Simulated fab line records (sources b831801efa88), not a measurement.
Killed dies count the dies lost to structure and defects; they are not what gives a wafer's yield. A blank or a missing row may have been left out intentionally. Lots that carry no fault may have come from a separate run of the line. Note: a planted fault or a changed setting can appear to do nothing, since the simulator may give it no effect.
Which of the tools did it?	flow sfq-line	Sampling: 15 lots, 45 wafers, 3 of 325 route steps

WHAT THE GAUGES SHOWED, per wafer
The record holds no reading of a measuring or inspecting step that can be judged against a usual standard deviation.

TOOL THAT RAN EACH LOT (tool first, then ch and the chambers of the sampled wafers, then the start)
lot	SFQ_TRILAYER_L0_CAP_PECVD_011	SFQ_TRILAYER_L0_VIA_ETCH_VIA_ETCH_016	SFQ_TRILAYER_M0_LITHO_EXPOSE_022
L821	pecvd-01 ch 0,1, day 2 11:32	rie-diel-02 ch 0,1,2, day 5 04:47	krf-scanner-01 ch 0, day 7 14:12
L828	pecvd-01 ch 0,1, day 3 16:17	rie-diel-03 ch 0,2, day 6 03:47	krf-scanner-02, day 9 13:08
L829	pecvd-04 ch 1,2, day 3 23:44	rie-diel-02 ch 0,1,3, day 6 06:11	krf-scanner-02, day 9 18:56
L830	pecvd-01 ch 0,1,2, day 4 05:35	rie-diel-02 ch 0,1,3, day 6 10:59	krf-scanner-02, day 10 04:32
L833	pecvd-01 ch 0,2, day 5 01:59	rie-diel-02 ch 0,2, day 7 08:23	krf-scanner-01 ch 0, day 11 18:53
L834	pecvd-03 ch 0,1,2, day 5 07:02	rie-diel-04 ch 0,2, day 7 17:59	krf-scanner-01 ch 0, day 12 03:41
L835	pecvd-01 ch 0,1, day 5 11:50	rie-diel-03 ch 0,2, day 8 02:23	krf-scanner-01 ch 0, day 12 09:29
L836	pecvd-03 ch 1,2, day 5 23:47	rie-diel-02 ch 0,1, day 9 02:31	krf-scanner-01 ch 0, day 13 08:54
L837	pecvd-04 ch 0,1,2, day 7 00:47	rie-diel-03 ch 0,1, day 11 09:41	krf-scanner-01 ch 0, day 13 13:30
L839	pecvd-03 ch 1,2, day 7 17:35	rie-diel-03 ch 1,3, day 12 02:28	krf-scanner-01 ch 0, day 13 19:18
L840	pecvd-01 ch 0,1,2, day 8 05:35	rie-diel-04 ch 0,2,3, day 12 15:40	krf-scanner-01 ch 0, day 13 21:54
L841	pecvd-03 ch 0,2, day 8 15:19	rie-diel-02 ch 0,2,3, day 13 01:23	krf-scanner-01 ch 0, day 14 00:06
L842	pecvd-03 ch 0,1, day 9 00:55	rie-diel-04 ch 0,2, day 13 14:10	krf-scanner-01 ch 0, day 14 04:42
L843	pecvd-04 ch 1,2, day 9 10:31	rie-diel-04 ch 0,1,2, day 13 21:22	krf-scanner-01 ch 0, day 14 06:39
L844	pecvd-01 ch 0,2, day 9 22:31	rie-diel-02 ch 0,2, day 14 10:26	krf-scanner-01 ch 0, day 19 15:49
- SFQ_TRILAYER_L0_CAP_PECVD_011: deposits SiO2 from SiH4/N2O, time 13.333 s, target thk 60 nm.
- SFQ_TRILAYER_L0_VIA_ETCH_VIA_ETCH_016: etches SiO2 in CHF3, stops on MoNx KI, target depth 80 nm.
- SFQ_TRILAYER_M0_LITHO_EXPOSE_022: exposes mask M0, target cd 500 nm.

AS READ BY THE TOOLS THEMSELVES (means over the sampled wafers that have a number; for cases with no such wafer, the mark the record gives instead)
SFQ_TRILAYER_L0_CAP_PECVD_011. Usual: chamber-pressure-Torr 2.401 Torr, standard deviation 0.0047; heater-power-outer-w 31 W, standard deviation 13; heater-power-w 84 W, standard deviation 21; throttle-valve-pct 25.4 %, standard deviation 1.9.
lot	tool	chamber-pressure-Torr (Torr)	heater-power-outer-w (W)	heater-power-w (W)	throttle-valve-pct (%)	flag
L821	pecvd-01	2.402	20	64	28.6	
L828	pecvd-01	-	-	-	-	OFF
L829	pecvd-04	-	-	-	-	OFF
L830	pecvd-01	-	-	-	-	OFF
L833	pecvd-01	2.402	27	77	26.2	
L834	pecvd-03	2.398	39	97	23.9	
L835	pecvd-01	2.405	30	81	28.6	
L836	pecvd-03	2.398	33	90	24.3	
L837	pecvd-04	2.400	33	88	24.6	
L839	pecvd-03	2.401	28	85	24.2	
L840	pecvd-01	2.401	23	70	27.2	
L841	pecvd-03	2.402	46	105	24.1	
L842	pecvd-03	2.400	40	100	24.4	
L843	pecvd-04	2.396	35	91	25.0	
L844	pecvd-01	2.402	31	81	23.3	

SFQ_TRILAYER_L0_VIA_ETCH_VIA_ETCH_016. Usual: drypump-motor-current-A 5.8 A, standard deviation 0.43; oes-product-au 0.842 a.u., standard deviation 0.0077.
lot	tool	drypump-motor-current-A (A)	oes-product-au (a.u.)	flag
L821	rie-diel-02	5.7	0.837	
L828	rie-diel-03	5.8	0.374	OFF
L829	rie-diel-02	5.6	0.378	OFF
L830	rie-diel-02	5.6	0.374	OFF
L833	rie-diel-02	5.5	0.849	
L834	rie-diel-04	6.0	0.838	
L835	rie-diel-03	6.1	0.838	
L836	rie-diel-02	5.5	0.850	
L837	rie-diel-03	6.3	0.843	
L839	rie-diel-03	5.9	0.839	
L840	rie-diel-04	5.8	0.841	
L841	rie-diel-02	5.9	0.842	
L842	rie-diel-04	6.0	0.837	
L843	rie-diel-04	6.0	0.841	
L844	rie-diel-02	5.6	0.840	

SFQ_TRILAYER_M0_LITHO_EXPOSE_022. Usual: exposure-dose-mJ-cm2 14.401, standard deviation 0.014; focus-offset-nm 0.0 nm, standard deviation 0.57.
lot	tool	exposure-dose-mJ-cm2	focus-offset-nm (nm)	flag
L821	krf-scanner-01	14.381	0.2	
L828	krf-scanner-02	-	-	OFF
L829	krf-scanner-02	-	-	OFF
L830	krf-scanner-02	-	-	OFF
L833	krf-scanner-01	14.378	-0.1	
L834	krf-scanner-01	14.402	0.5	
L835	krf-scanner-01	14.405	-0.2	
L836	krf-scanner-01	14.414	0.3	
L837	krf-scanner-01	14.396	0.1	
L839	krf-scanner-01	14.400	0.1	
L840	krf-scanner-01	14.397	-0.3	
L841	krf-scanner-01	14.410	-0.1	
L842	krf-scanner-01	14.393	-0.7	
L843	krf-scanner-01	14.408	0.4	
L844	krf-scanner-01	14.387	0.4	

THE ANSWER, worked out from the rows above alone
Rule: take the mean of a lot's wafers that have a number; if it is more than 3 standard deviations from the usual mean, the lot is off. A lot without any number at a reading at which 4 lots or more have one is off too. Where the step has rows for the other lots, those lots are counted as sound. Order of review: gauges by route order, followed by the tools' own readings, for which a lot's mean as printed above is used. At the first step where some lot is off, the reading lying furthest off is the one used; lots without a number count as furthest.
Off: L828, L829, L830 (SFQ_TRILAYER_L0_CAP_PECVD_011, chamber-pressure-Torr). Without a number there: L828, L829, L830.
If a tool, at that step or one of the process steps before it, ran each lot that is off and ran no sound lot following the first of them, it fits. Not one of the candidates tried fits.

WHAT HAD BEEN PUT IN BY THE SIMULATOR
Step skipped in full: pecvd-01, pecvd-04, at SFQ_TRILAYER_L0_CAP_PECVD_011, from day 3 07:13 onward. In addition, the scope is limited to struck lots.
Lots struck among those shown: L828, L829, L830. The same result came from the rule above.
